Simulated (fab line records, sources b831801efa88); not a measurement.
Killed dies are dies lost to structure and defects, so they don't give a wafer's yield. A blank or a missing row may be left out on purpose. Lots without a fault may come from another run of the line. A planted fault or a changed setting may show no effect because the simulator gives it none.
Which tool did it? | flow sky130 | 12 lots, 36 wafers sampled, at 1 step of a route of 708

WHAT THE GAUGES READ, wafer by wafer
SKY_SD_N_OVL_MEAS_08.
lot  | measured     | on         | SD_N_OVL (nm)
L075 | day 28 05:25 | overlay-01 | -1.3 -0.3 -1.8
L077 | day 29 01:01 | overlay-02 | -1.5 -0.7 -0.2
L079 | day 29 11:55 | overlay-01 | 2.9 2.3 -0.7
L082 | day 30 12:31 | overlay-02 | -2.1 -1.1 0.1
L083 | day 31 06:13 | overlay-01 | -0.3 -2.1 -1.3
L084 | day 31 14:40 | overlay-01 | 0.3 -1.4 1.1
L087 | day 32 12:48 | overlay-02 | -1.9 -0.6 -2.3
L089 | day 32 21:21 | overlay-01 | 0.6 -0.6 1.1
L091 | day 33 14:22 | overlay-01 | -1.5 0.1 -1.6
L093 | day 34 14:54 | overlay-02 | -0.8 -2.6 -0.7
L095 | day 34 20:46 | overlay-01 | 2.8 0.9 0.2
L097 | day 35 18:52 | overlay-01 | -2.7 1.1 1.0

WHICH TOOL RAN EACH LOT (tool, then ch and the chambers of the sampled wafers, then the start)
The record holds no process step before these readings.

THE ANSWER, worked out from the rows above alone
Rule: what is usual is taken from the lots themselves. Put in order of their means at a reading, lots are off if they are a third of the lots or fewer, leave a main group of 4 or more, and stand apart from it by a gap of 3 or more times the standard deviation of the main group's means; of several such gaps the widest counts. A main group whose means are all the same, to the digits that the tables above print for the reading, isn't used. A lot without any number at a reading at which 4 lots or more have one is off too. The other lots that the step has rows for count as sound.
No lot is off at any reading shown: from this, nothing can be told.

WHAT THE SIMULATOR HAD PUT IN
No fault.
